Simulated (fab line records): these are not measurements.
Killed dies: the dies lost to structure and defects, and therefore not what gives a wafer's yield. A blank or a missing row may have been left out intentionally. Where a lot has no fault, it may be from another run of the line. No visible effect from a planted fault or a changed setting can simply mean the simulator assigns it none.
2 desks, one fault / flow sfq line / only its own numbers are on each desk; what lay behind them is given at the end

DESK OF THE TOOL OWNER: pecvd-04
The tool's own readings at SFQ_TRILAYER_I4_DEP_PECVD_099 (deposits SiO2 from SiH4/N2O, time 111.11 s, target thk 500 nm): means of the sampled wafers that have a number, for each lot that ran on this tool. If a lot's mean is further than 4 standard deviations from the usual mean, the lot is out of limits and carries the mark OUT (the distance appears in the brackets).
Columns: A = heater power w at SFQ_TRILAYER_I4_DEP_PECVD_099, usual 72 W; B = rf fwd power W at SFQ_TRILAYER_I4_DEP_PECVD_099, usual 182.3 W; C = throttle valve pct at SFQ_TRILAYER_I4_DEP_PECVD_099, usual 24.5 %
lot=L472; first seen here=day 50 23:42; A=73; B=182.2; C=25.1
lot=L476; first seen here=day 51 19:04; A=69; B=168.0 (-24) OUT; C=25.1
lot=L477; first seen here=day 53 01:49; A=74; B=173.4 (-15) OUT; C=25.2
lot=L486; first seen here=day 57 06:25; A=77; B=182.4; C=23.2
lot=L488; first seen here=day 57 16:33; A=85; B=181.8; C=23.4
lot=L490; first seen here=day 58 09:29; A=77; B=182.7; C=23.4
lot=L492; first seen here=day 58 20:42; A=72; B=182.6; C=23.4
Finding of this desk: L476, L477 out of limits; the first was L476 at day 51 19:04, on rf fwd power W at SFQ_TRILAYER_I4_DEP_PECVD_099. L472, L486, L488, L490, L492: within limits.

THE METROLOGY DESK
Means of the sampled wafers that have a number, per lot and without regard to the tool the lot ran on: this is what the gauges read. If a lot's mean is further than 4 standard deviations from the usual mean, the lot is out of limits and carries the mark OUT (the distance appears in the brackets).
Columns: A = I3_BOW at SFQ_I3_BOW_MEAS_922, usual 3 um
lot=L470; first seen here=day 39 02:42; A=-8
lot=L471; first seen here=day 39 11:38; A=8
lot=L472; first seen here=day 39 20:40; A=4
lot=L476; first seen here=day 40 17:43; A=-3
lot=L477; first seen here=day 41 18:56; A=9
lot=L483; first seen here=day 45 03:13; A=-14
lot=L484; first seen here=day 45 03:48; A=-3
lot=L485; first seen here=day 45 09:46; A=15
lot=L486; first seen here=day 46 06:37; A=9
lot=L487; first seen here=day 46 15:11; A=5
lot=L488; first seen here=day 46 18:10; A=-3
lot=L489; first seen here=day 47 00:05; A=6
lot=L490; first seen here=day 52 14:18; A=0
lot=L492; first seen here=day 53 04:10; A=4
This desk's finding: nothing out of limits on any of the 14 lots.

ALL TOGETHER
An alarm could have come from the tool owner's desk at day 51 19:04, on L476, L477.
Nothing out of limits was seen by the metrology desk.
The metrology desk has L476, L477 on record, within its limits.
Of the lots named, all ran SFQ_TRILAYER_I4_DEP_PECVD_099 on pecvd-04.

WHAT THE SIMULATOR HAD INSERTED
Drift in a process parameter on pecvd-04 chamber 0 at SFQ_TRILAYER_I4_DEP_PECVD_099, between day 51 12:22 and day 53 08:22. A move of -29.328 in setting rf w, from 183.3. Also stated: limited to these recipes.
Lots struck among those shown: L476, L477.
Each desk's first reading out of limits, in hours after the fault started: the tool owner's desk, 7.
